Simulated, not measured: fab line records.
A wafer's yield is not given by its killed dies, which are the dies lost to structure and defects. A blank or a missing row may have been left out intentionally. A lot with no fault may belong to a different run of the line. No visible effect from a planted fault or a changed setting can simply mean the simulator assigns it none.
Which tool was responsible? ; flow sky130 ; Sampling: 14 lots, 42 wafers, 2 of 708 route steps

## WHAT THE GAUGES READ, wafer by wafer
SKY_VIA4_THK_MEAS_20: measures by xrf. Usual: VIA4_W_THK typically reads 517 nm, with standard deviation 8.1.
lot;measured;on;VIA4_W_THK (nm);flag
L550;day 43 16:14;filmMetro-01;505 506 506;
L551;day 43 18:37;filmMetro-04;509 511 509;
L552;day 43 21:31;filmMetro-02;527 519 524;
L553;day 44 08:41;filmMetro-02;515 512 514;
L555;day 44 18:10;filmMetro-02;515 513 516;
L556;day 45 04:58;filmMetro-02;528 530 536;
L557;day 45 10:34;filmMetro-01;511 512 509;
L559;day 46 02:07;filmMetro-04;516 510 513;
L560;day 46 06:05;filmMetro-02;526 518 518;
L563;day 46 19:56;filmMetro-04;513 517 508;
L567;day 47 17:40;filmMetro-01;511 506 508;
L569;day 48 08:04;filmMetro-04;527 529 527;
L570;day 48 11:17;filmMetro-01;501 509 496;
L572;day 49 03:47;filmMetro-04;530 522 531;

## WHAT TOOL EACH LOT RAN ON (gives the tool, then ch and the chambers of the sampled wafers, and finally the start)
lot;SKY_SONOS_ONO_WET_ETCH_18
L550;wetBench-01 ch 0, day 13 07:05
L551;wetBench-01 ch 3, day 13 09:20
L552;wetBench-04 ch 1, day 13 14:38
L553;wetBench-04 ch 3, day 14 07:56
L555;wetBench-03 ch 3, day 14 18:45
L556;wetBench-04 ch 1, day 15 01:42
L557;wetBench-01 ch 2, day 15 08:17
L559;wetBench-01 ch 0, day 16 09:16
L560;wetBench-03 ch 2, day 16 16:14
L563;wetBench-03 ch 3, day 17 15:59
L567;wetBench-03 ch 1, day 19 00:37
L569;wetBench-03 ch 3, day 19 11:26
L570;wetBench-01 ch 0, day 19 21:19
L572;wetBench-01 ch 2, day 21 00:17
- SKY_SONOS_ONO_WET_ETCH_18: etches Si3N4 in H3PO4, target depth 15 nm, time 172 s.

## AS READ BY THE TOOLS THEMSELVES (means over the sampled wafers that have a number; for cases with no such wafer, the mark the record gives instead)
The record holds no such reading with a usual standard deviation.

## THE ANSWER, worked out from the rows above alone
Rule: lot off if the mean of its wafers having a number is beyond 3 standard deviations from the usual mean. A lot without any number at a reading at which 4 lots or more have one is off too. Any other lot the step has rows for is counted as sound. The gauges are gone through in route order, then the tools' own readings, and for those a lot's mean is taken as printed above. At the first step where some lot is off, the reading lying furthest off is the one used; lots without a number count as furthest.
No lot is off on any of the readings shown, so nothing can be concluded from this.

## WHAT HAD BEEN PUT IN BY THE SIMULATOR
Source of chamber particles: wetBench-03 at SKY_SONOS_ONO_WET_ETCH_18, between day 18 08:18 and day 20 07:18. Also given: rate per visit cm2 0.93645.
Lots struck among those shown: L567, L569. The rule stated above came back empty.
